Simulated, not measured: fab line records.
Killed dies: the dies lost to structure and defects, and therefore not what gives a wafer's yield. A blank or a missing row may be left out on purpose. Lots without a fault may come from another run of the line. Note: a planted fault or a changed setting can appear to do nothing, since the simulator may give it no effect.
fab line records ; flow sky130
record: lots: 7; wafers: 21; last-day: 50
route steps=708 shown VT_ADJUST_LVTN@99 PAD_OPEN@708
lots with no fault: from the same line, run without faults
start-h: hours from the record's first day to the start of the lot's first wafer shown ; wait-h: time in hours since the lot's previous step ; " the same as in the row above ; L1.1+2: several wafers, shown together as one row ; - either no value or no given start ; * or withheld: withheld ; < > ~ a bound
route shown NAME@n: names a module that has steps shown in the file, with the first one's number in the route ; usual: mean/standard deviation taken from wafers without a fault ; same: alike in all rows ; chamber/n: place in a boat ; sites: the reading at each site ; _std_site: standard deviation of those values ; _edge_site: the outer-site mean with the inner-site mean subtracted ; radius-mm: for every site, how far away it sits from the centre of the wafer ; mask NAME#n: copy n ; behind: the most recent tool/chamber to have shaped the wafer ; hold: why the lot went on hold/how many hours it stayed there/how the hold came to an end ; device: which transistor (n, p or np) failed to switch ; end of line: at the end of the route, the tests of the same wafers ; where a step has no rows: the recipe by itself ; killed: count of dies lost to structure and defects at first sort (not the wafer's yield) ; map: dies across one wafer; x = killed, . = not, _ = none there
set.NAME: the setting the step ran with; set.NAME@STEP: the setting that earlier step ran with ; model.NAME: the simulator's own value behind a step, which no gauge read
lots at selected steps of the route; one table per step, one row per wafer
services: a tool's chamber out of use, with start hour (start-h, from the record's first day; less than 0 if before it), hours out, and reason
== steps ==
step: SKY_VT_ADJUST_LVTN_COAT_02
recipe: spin-rpm: 2000; resist-thk-nm: 3000
step: SKY_VT_ADJUST_LVTN_SOFTBAKE_03
recipe: temp-c: 110; time-s: withheld
step: SKY_VT_ADJUST_LVTN_EXPOSE_04
recipe: mask-id: NWM_COMPLEMENT_LESS_NATIVE; na: 0.6; source-shape: conventional; sigma-outer: 0.6; polarization: unpolarized; target-cd-nm: 840; dose-mj: 194
step: SKY_VT_ADJUST_LVTN_PEB_05
recipe: temp-c: 115; time-s: withheld
step: SKY_VT_ADJUST_LVTN_DEVELOP_06
recipe: wall-angle-deg: 90; developer: TMAH; develop-time-s: 60; dev-temp-c: 23
step: SKY_VT_ADJUST_LVTN_OVL_MEAS_07
usual: VT_ADJUST_LVTN_OVL: -0.3/1.4
lot.wafer;tool;chamber;start-h;wait-h;VT_ADJUST_LVTN_OVL[nm]
L274.1;overlay-02;-;188.08;-;1.4
L274.3;overlay-02;-;188.08;-;0.5
L274.4;overlay-02;-;188.08;-;1.5
L275.1;overlay-01;-;194.87;-;1.1
L275.2;overlay-01;-;194.87;-;-0.8
L275.5;overlay-01;-;194.87;-;0.6
L276.2;overlay-01;-;200.14;-;0.7
L276.3;overlay-01;-;200.14;-;1.6
L276.4;overlay-01;-;200.14;-;0.4
L277.1;overlay-01;-;205.78;-;-0.5
L277.5;overlay-01;-;205.78;-;-0.1
L277.6;overlay-01;-;205.78;-;-1.8
L282.1;overlay-01;-;242.06;-;-0.9
L282.3;overlay-01;-;242.06;-;-0.8
L282.4;overlay-01;-;242.06;-;-3.0
L285.3;overlay-02;-;259.88;-;-0.9
L285.5;overlay-02;-;259.88;-;-0.4
L285.6;overlay-02;-;259.88;-;0.5
L289.2;overlay-01;-;294.24;-;-0.5
L289.4;overlay-01;-;294.24;-;0.3
L289.6;overlay-01;-;294.24;-;-0.9
step: SKY_VT_ADJUST_LVTN_IMPLANT_08
recipe: species: B; energy-kev: 30; dose-cm2: 1.57e+12; tilt-deg: withheld
step: SKY_VT_ADJUST_LVTN_STRIP_09
recipe: chemistry: O2/N2; power-w: 1400; pressure-mtorr: 1500; platen-temp-c: withheld; o2-flow-sccm: 3000; n2-flow-sccm: 300; overash-fraction: 0.5
usual: drypump-motor-current-A: 5.8/0.49; oes-product-au: 0.722/0.0046; strip-time-to-endpoint-s: 36.88/0.092
lot.wafer;tool;chamber;start-h;wait-h;drypump-motor-current-A;oes-product-au;rf-hours-counter-h;strip-time-to-endpoint-s
L274.1;plasma-asher-04;0;188.27;0.1;5.3;0.719;7;36.82
L274.3;plasma-asher-04;0;188.27;0.1;5.4;0.725;-;36.87
L274.4;plasma-asher-04;1;188.27;0.1;6.6;0.726;-;36.81
L275.1;plasma-asher-02;1;195.13;0.1;5.6;0.722;51;37.07
L275.2;plasma-asher-02;0;195.13;0.1;5.9;0.721;51;37.03
L275.5;plasma-asher-02;1;195.13;0.1;5.6;0.717;-;37.03
L276.2;plasma-asher-02;1;200.32;0.1;5.6;0.729;52;36.95
L276.3;plasma-asher-02;0;200.32;0.1;5.9;0.720;-;37.03
L276.4;plasma-asher-02;1;200.32;0.1;5.6;0.715;-;37.02
L277.1;plasma-asher-01;0;205.97;0.1;5.3;0.719;53;36.85
L277.5;plasma-asher-01;0;205.97;0.1;5.3;0.721;-;36.87
L277.6;plasma-asher-01;1;205.97;0.1;6.3;0.722;-;36.78
L282.1;plasma-asher-01;1;242.24;0.1;6.3;0.718;57;37.04
L282.3;plasma-asher-01;0;242.24;0.1;5.3;0.721;-;36.97
L282.4;plasma-asher-01;1;242.24;0.1;6.3;0.716;-;37.07
L285.3;plasma-asher-01;0;260.08;0.1;5.3;0.722;-;36.73
L285.5;plasma-asher-01;1;260.08;0.1;6.2;0.724;-;36.79
L285.6;plasma-asher-01;0;260.08;0.1;5.3;0.727;-;36.75
L289.2;plasma-asher-01;1;294.42;0.1;6.3;0.723;62;36.86
L289.4;plasma-asher-01;1;294.42;0.1;6.2;0.722;-;36.84
L289.6;plasma-asher-01;0;294.42;0.1;5.3;0.724;-;36.87
step: SKY_VT_ADJUST_LVTN_TW_MEAS_10
usual: VT_ADJUST_LVTN_TW: 242.6/1.2
lot.wafer;tool;chamber;start-h;wait-h;VT_ADJUST_LVTN_TW
L274.1;film-metro-01;-;188.37;0.1;240.2
L274.3;film-metro-01;-;188.37;0.1;240.8
L274.4;film-metro-01;-;188.37;0.1;240.8
L275.1;film-metro-02;-;195.23;0.1;243.2
L275.2;film-metro-02;-;195.23;0.1;244.2
L275.5;film-metro-02;-;195.23;0.1;243.2
L276.2;film-metro-02;-;200.43;0.1;243.1
L276.3;film-metro-02;-;200.43;0.1;243.2
L276.4;film-metro-02;-;200.43;0.1;242.1
L277.1;film-metro-03;-;206.07;0.1;243.0
L277.5;film-metro-03;-;206.07;0.1;242.8
L277.6;film-metro-03;-;206.07;0.1;243.8
L282.1;film-metro-02;-;242.34;0.1;244.4
L282.3;film-metro-02;-;242.34;0.1;242.5
L282.4;film-metro-02;-;242.34;0.1;243.1
L285.3;film-metro-03;-;260.17;0.1;243.6
L285.5;film-metro-03;-;260.17;0.1;243.2
L285.6;film-metro-03;-;260.17;0.1;243.2
L289.2;film-metro-01;-;294.53;0.1;242.5
L289.4;film-metro-01;-;294.53;0.1;241.9
L289.6;film-metro-01;-;294.53;0.1;243.1
step: SKY_VT_ADJUST_LVTN_DEHYDRATE_11
recipe: temp-c: 200; time-s: 60
step: SKY_VT_ADJUST_LVTN_HMDS_12
recipe: prime-time-s: 60; prime-temp-c: 120
step: SKY_VT_ADJUST_LVTN_COAT_13
recipe: resist: NOVOLAK; spin-rpm: 3000; resist-thk-nm: 1140
step: SKY_VT_ADJUST_LVTN_SOFTBAKE_14
recipe: temp-c: 90; time-s: 60; resist: NOVOLAK
usual: chill-plate-temp-C: 23.01/0.12; heater-power-total-W: 56.59/0.045; run-length-s: 89.23/0.24
lot.wafer;tool;chamber;start-h;wait-h;chill-plate-temp-C;heater-power-total-W;run-length-s
L274.1;litho-track-01;0;198.37;0.1;23.10;56.56;89.40
L274.3;litho-track-01;0;198.37;0.1;23.25;56.58;89.50
L274.4;litho-track-01;0;198.37;0.1;22.96;56.64;89.55
L275.1;litho-track-01;0;205.82;0.1;23.15;57.59;86.38
L275.2;litho-track-01;0;205.82;0.1;22.99;57.56;86.39
L275.5;litho-track-01;0;205.82;0.1;23.01;57.51;86.39
L276.2;litho-track-01;0;211.44;0.1;23.06;57.59;86.42
L276.3;litho-track-01;0;211.44;0.1;23.13;57.61;86.38
L276.4;litho-track-01;0;211.44;0.1;23.13;57.58;86.35
L277.1;litho-track-01;0;217.92;0.1;23.01;57.58;86.43
L277.5;litho-track-01;0;217.92;0.1;23.18;57.55;86.40
L277.6;litho-track-01;0;217.92;0.1;22.96;57.61;86.29
L282.1;litho-track-04;0;253.96;0.1;23.12;56.58;88.75
L282.3;litho-track-04;0;253.96;0.1;23.11;56.60;89.05
L282.4;litho-track-04;0;253.96;0.1;22.97;56.52;89.07
L285.3;litho-track-04;0;271.91;0.1;22.76;56.50;89.17
L285.5;litho-track-04;0;271.91;0.1;22.86;56.61;88.79
L285.6;litho-track-04;0;271.91;0.1;22.79;56.58;89.03
L289.2;litho-track-01;0;306.99;0.1;23.20;56.66;89.44
L289.4;litho-track-01;0;306.99;0.1;23.07;56.57;89.46
L289.6;litho-track-01;0;306.99;0.1;23.12;56.64;89.33
step: SKY_VT_ADJUST_LVTN_EXPOSE_15
recipe: mask-id: HVN_STD_DERIVED; na: 0.6; source-shape: conventional; sigma-outer: 0.6; polarization: unpolarized; target-cd-nm: 600; dose-mj: 163
step: SKY_PAD_OPEN_PROBE_99
usual: killed_at_M0_to_M3: 42/6.4; killed_at_M4_up: 3.2/1.9; killed-at-contacts: 24/4.8; killed-at-front-end: 16/4.4; killed-at-other: 0.3/0.55; killed-dies: 86/8.6; killed-open: 46/6.6; killed-short: 39/5.7
same: gross-dies: 492; killed-at-back-side: 0
lot.wafer;tool;chamber;start-h;wait-h;killed_at_M0_to_M3;killed_at_M4_up;killed-at-contacts;killed-at-front-end;killed-at-other;killed-dies;killed-open;killed-short
L274.1;prober-01;-;1123.01;0.1;41;1;23;14;0;79;42;37
L274.3;prober-01;-;1123.11;0.2;41;3;16;8;0;68;35;33
L274.4;prober-01;-;1123.16;0.2;44;2;29;15;0;90;53;37
L275.1;prober-02;-;1130.70;0.1;55;3;30;13;0;101;57;44
L275.2;prober-02;-;1130.75;0.1;38;0;28;19;0;85;49;35
L275.5;prober-02;-;1130.90;0.2;42;2;21;13;1;79;45;33
L276.2;prober-01;-;1132.49;0.1;47;3;31;14;0;95;51;44
L276.3;prober-01;-;1132.54;0.2;36;4;22;20;1;83;44;39
L276.4;prober-01;-;1132.59;0.2;35;7;24;16;1;83;32;51
L277.1;prober-02;-;1143.78;0.1;41;1;25;14;1;82;43;39
L277.5;prober-02;-;1143.98;0.2;38;5;27;17;1;88;46;42
L277.6;prober-02;-;1144.03;0.2;37;4;31;13;0;85;45;40
L282.1;prober-01;-;1161.31;0.1;37;4;17;10;1;69;32;36
L282.3;prober-01;-;1161.41;0.2;42;4;21;15;0;82;45;36
L282.4;prober-01;-;1161.46;0.2;54;6;24;11;0;95;51;44
L285.3;prober-02;-;1174.39;0.2;39;5;25;21;1;91;48;40
L285.5;prober-02;-;1174.49;0.2;41;2;21;18;0;82;42;40
L285.6;prober-02;-;1174.54;0.2;49;3;19;18;0;89;48;41
L289.2;prober-02;-;1200.22;0.1;35;4;21;12;0;72;36;35
L289.4;prober-02;-;1200.32;0.2;55;3;24;13;0;95;52;43
L289.6;prober-02;-;1200.42;0.2;43;1;23;12;1;80;49;31
killed by level:class
L274.1 VIA2:geometric-particle:open=9 VIA1:geometric-particle:open=7 CONTACT:geometric-particle:open=7 LI_CONTACT:geometric-particle:open=6 LOCAL_INTERCONNECT:geometric-particle:short=6 METAL2:geometric-particle:short=6 VIA1:geometric-particle:short=5 POLY_GATE:geometric-particle:open=4
L274.3 VIA1:geometric-particle:open=9 VIA2:geometric-particle:open=8 VIA1:geometric-particle:short=7 CONTACT:geometric-particle:open=6 VIA3:geometric-particle:open=5 LI_CONTACT:geometric-particle:short=4 METAL2:geometric-particle:short=4 CONTACT:geometric-particle:short=3
L274.4 CONTACT:geometric-particle:open=13 VIA1:geometric-particle:open=10 LOCAL_INTERCONNECT:geometric-particle:short=7 VIA2:geometric-particle:short=6 VIA2:geometric-particle:open=5 LI_CONTACT:geometric-particle:open=5 METAL1:geometric-particle:short=5 VIA3:geometric-particle:open=5
L275.1 VIA1:geometric-particle:open=11 CONTACT:geometric-particle:open=9 METAL1:geometric-particle:short=9 VIA2:geometric-particle:open=8 VIA3:geometric-particle:open=8 LI_CONTACT:geometric-particle:short=7 LI_CONTACT:geometric-particle:open=6 CONTACT:geometric-particle:short=5
L275.2 VIA1:geometric-particle:open=13 CONTACT:geometric-particle:open=9 CONTACT:geometric-particle:short=6 LI_CONTACT:geometric-particle:open=6 METAL2:geometric-particle:short=5 VIA2:geometric-particle:open=5 FIELD_ISO:geometric-particle:short=4 POLY_GATE:geometric-particle:open=4
L275.5 VIA1:geometric-particle:open=11 CONTACT:geometric-particle:open=8 METAL1:geometric-particle:short=7 VIA3:geometric-particle:open=7 LI_CONTACT:geometric-particle:open=6 VIA2:geometric-particle:open=5 VIA1:geometric-particle:short=4 METAL2:geometric-particle:short=4
L276.2 CONTACT:geometric-particle:open=14 LI_CONTACT:geometric-particle:open=9 VIA1:geometric-particle:open=8 VIA2:geometric-particle:open=7 METAL2:geometric-particle:short=6 VIA2:geometric-particle:short=5 VIA3:geometric-particle:open=5 FIELD_ISO:geometric-particle:short=4
L276.3 FIELD_ISO:geometric-particle:short=8 VIA3:geometric-particle:open=7 LI_CONTACT:geometric-particle:open=6 CONTACT:geometric-particle:open=6 VIA1:geometric-particle:open=6 VIA1:geometric-particle:short=5 LOCAL_INTERCONNECT:geometric-particle:short=5 POLY_GATE:geometric-particle:open=4
L276.4 LOCAL_INTERCONNECT:geometric-particle:short=7 CONTACT:geometric-particle:open=7 FIELD_ISO:geometric-particle:short=6 VIA1:geometric-particle:short=6 METAL2:geometric-particle:short=6 METAL4:geometric-particle:short=6 LI_CONTACT:geometric-particle:open=5 CONTACT:geometric-particle:short=4
L277.1 VIA1:geometric-particle:open=9 VIA3:geometric-particle:open=8 CONTACT:geometric-particle:open=8 FIELD_ISO:geometric-particle:short=5 LOCAL_INTERCONNECT:geometric-particle:short=5 CONTACT:geometric-particle:short=5 METAL2:geometric-particle:short=5 VIA2:geometric-particle:open=5
L277.5 VIA2:geometric-particle:open=9 LI_CONTACT:geometric-particle:open=7 LOCAL_INTERCONNECT:geometric-particle:short=6 FIELD_ISO:geometric-particle:open=5 FIELD_ISO:geometric-particle:short=5 CONTACT:geometric-particle:short=5 METAL2:geometric-particle:short=5 POLY_GATE:geometric-particle:short=4
L277.6 CONTACT:geometric-particle:open=12 LOCAL_INTERCONNECT:geometric-particle:short=7 VIA1:geometric-particle:open=6 VIA2:geometric-particle:open=6 VIA1:geometric-particle:short=5 VIA3:geometric-particle:open=5 CONTACT:geometric-particle:short=4 METAL2:geometric-particle:short=4
L282.1 VIA1:geometric-particle:open=9 CONTACT:geometric-particle:open=8 METAL1:geometric-particle:short=6 VIA1:geometric-particle:short=5 FIELD_ISO:geometric-particle:short=4 LOCAL_INTERCONNECT:geometric-particle:short=4 METAL2:geometric-particle:short=4 VIA3:geometric-particle:open=4
L282.3 CONTACT:geometric-particle:open=13 VIA1:geometric-particle:open=10 VIA2:geometric-particle:open=7 VIA3:geometric-particle:open=6 FIELD_ISO:geometric-particle:short=4 VIA1:geometric-particle:short=4 METAL2:geometric-particle:short=4 POLY_GATE:geometric-particle:short=3
L282.4 VIA1:geometric-particle:open=11 VIA1:geometric-particle:short=8 VIA3:geometric-particle:open=8 LI_CONTACT:geometric-particle:open=5 CONTACT:geometric-particle:open=5 CONTACT:geometric-particle:short=5 POLY_GATE:geometric-particle:open=4 LI_CONTACT:geometric-particle:short=4
L285.3 CONTACT:geometric-particle:open=9 VIA1:geometric-particle:open=9 VIA3:geometric-particle:open=8 FIELD_ISO:geometric-particle:short=6 LI_CONTACT:geometric-particle:open=6 METAL2:geometric-particle:short=5 VIA2:geometric-particle:open=5 FIELD_ISO:geometric-particle:open=4
L285.5 VIA1:geometric-particle:open=8 LI_CONTACT:geometric-particle:open=7 VIA1:geometric-particle:short=7 VIA2:geometric-particle:open=7 VIA3:geometric-particle:open=6 POLY_GATE:geometric-particle:short=5 POLY_GATE:geometric-particle:open=5 FIELD_ISO:geometric-particle:short=4
L285.6 VIA1:geometric-particle:open=12 CONTACT:geometric-particle:open=8 METAL2:geometric-particle:short=7 VIA3:geometric-particle:open=7 METAL1:geometric-particle:short=6 VIA2:geometric-particle:open=6 LI_CONTACT:geometric-particle:open=5 FIELD_ISO:geometric-particle:short=4
L289.2 VIA1:geometric-particle:open=11 CONTACT:geometric-particle:open=10 POLY_GATE:geometric-particle:short=4 LI_CONTACT:geometric-particle:open=4 CONTACT:geometric-particle:short=4 METAL1:geometric-particle:short=4 VIA2:geometric-particle:open=4 METAL3:geometric-particle:short=4
L289.4 VIA1:geometric-particle:open=13 CONTACT:geometric-particle:open=9 VIA3:geometric-particle:open=8 METAL1:geometric-particle:short=7 CONTACT:geometric-particle:short=6 VIA2:geometric-particle:open=6 VIA3:geometric-particle:short=5 VIA1:geometric-particle:short=5
L289.6 VIA1:geometric-particle:open=12 CONTACT:geometric-particle:open=10 FIELD_ISO:geometric-particle:open=6 METAL1:geometric-particle:short=6 VIA2:geometric-particle:open=6 LOCAL_INTERCONNECT:geometric-particle:short=5 VIA2:geometric-particle:short=5 VIA1:geometric-particle:short=4
== services ==
tool;chamber;start-h;hours;kind
plasma-asher-01;-;172.26;2.8;pm
plasma-asher-04;-;203.41;2.8;pm
litho-track-01;-;223.63;-;consumable-replace:filter
plasma-asher-02;-;235.35;4.8;repair
plasma-asher-02;-;268.72;4.8;repair
plasma-asher-04;-;304.82;4.3;pm
== key ==
first-sign: step: SKY_VT_ADJUST_LVTN_SOFTBAKE_14; reading: heater-power-total-W; direction: up; sigmas: 22; usual: *; struck: *
effect: step: SKY_VT_ADJUST_LVTN_SOFTBAKE_14; reading: run-length-s; direction: down; sigmas: 12; usual: *; struck: *
met-at SKY_VT_ADJUST_LVTN_SOFTBAKE_14
struck-wafers L275.1,L275.2,L275.5,L276.2,L276.3,L276.4,L277.1,L277.5,L277.6
tester-left-out L275,L276,L277
onset-between 198.37 205.82
fault: kind: process-parameter-drift; tool: litho-track-01; chamber: -; onset-h: 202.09; steps: SKY_VT_ADJUST_LVTN_SOFTBAKE_14; channel: time-s; offset: *; shape: step; end-h: 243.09; acts-in: *; stated: *
tester-left-out: of these lots the tester's yield and bins aren't shown, on N5 and GAA mostly nor the transistor test; their killed dies are dies lost to structure and defects alone, not to doping, threshold or leakage, so they don't give the yield
